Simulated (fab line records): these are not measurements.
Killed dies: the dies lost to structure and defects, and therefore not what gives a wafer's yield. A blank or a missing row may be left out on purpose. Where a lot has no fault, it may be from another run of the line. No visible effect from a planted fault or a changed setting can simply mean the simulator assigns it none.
One fault through the eyes of 2 desks ; flow gf180mcu ; only its own numbers are on each desk; what lay behind them is given at the end

## FOR THE TOOL OWNER'S DESK: pvd sputter-01
The tool's own readings at GF_CONTACT_SPUTTER_22 (material Ti, target thk 15 nm, time 80.02 s): means of the sampled wafers that have a number, for each lot that ran on this tool. A lot is out of limits, marked OUT, if its mean lies more than 4 standard deviations from the usual mean; the brackets give that distance.
Columns: A = chamber pressure pa at GF_CONTACT_SPUTTER_22, usual 5.000 Pa; B = throttle valve pct at GF_CONTACT_SPUTTER_22, usual 29.8 %
lot;first seen here;A;B
L655;day 18 00:31;4.987;29.0
L658;day 18 20:49;5.007;29.2
L667;day 21 17:11;4.575 (-39) OUT;30.9
L668;day 22 09:39;4.572 (-39) OUT;30.8
This desk finds L667, L668 out of limits, L667 being first, at day 21 17:11 (chamber pressure pa at GF_CONTACT_SPUTTER_22). Within limits: L655, L658.

## FROM THE METROLOGY DESK
What the gauges read, lot by lot, whatever tool the lot ran on: means of the sampled wafers that have a number. A lot is out of limits, marked OUT, if its mean lies more than 4 standard deviations from the usual mean; the brackets give that distance.
Columns: A = cd nm at GF_CONTACT_CD_MEAS_14, usual 219.6 nm; B = CONTACT_OVL at GF_CONTACT_OVL_MEAS_15, usual -2 nm
lot;first seen here;A;B
L655;day 17 23:54;218.9;9
L658;day 18 20:13;218.7;3
L667;day 21 16:36;220.4;3
L668;day 22 09:03;222.3;-11
L670;day 22 23:21;220.0;-1
L674;day 24 06:56;219.3;-3
Finding of this desk: none of the 6 lots has anything out of limits.

## TAKEN TOGETHER
The tool owner's desk had the chance to raise an alarm at day 21 17:11 on L667, L668.
Nothing out of limits was seen by the metrology desk.
The metrology desk has L667, L668 on record, within its limits.
Of the lots named, all ran GF_CONTACT_SPUTTER_22 on pvd sputter-01.

## WHAT THE SIMULATOR PUT IN
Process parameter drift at GF_CONTACT_SPUTTER_22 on pvd sputter-01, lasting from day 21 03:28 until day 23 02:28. A move of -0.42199 in setting chamber pressure pa, from 5. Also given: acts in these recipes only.
Struck lots among those shown: L667, L668.
Time in hours from fault onset to the first out-of-limits reading at each desk: the tool owner's desk, 14.
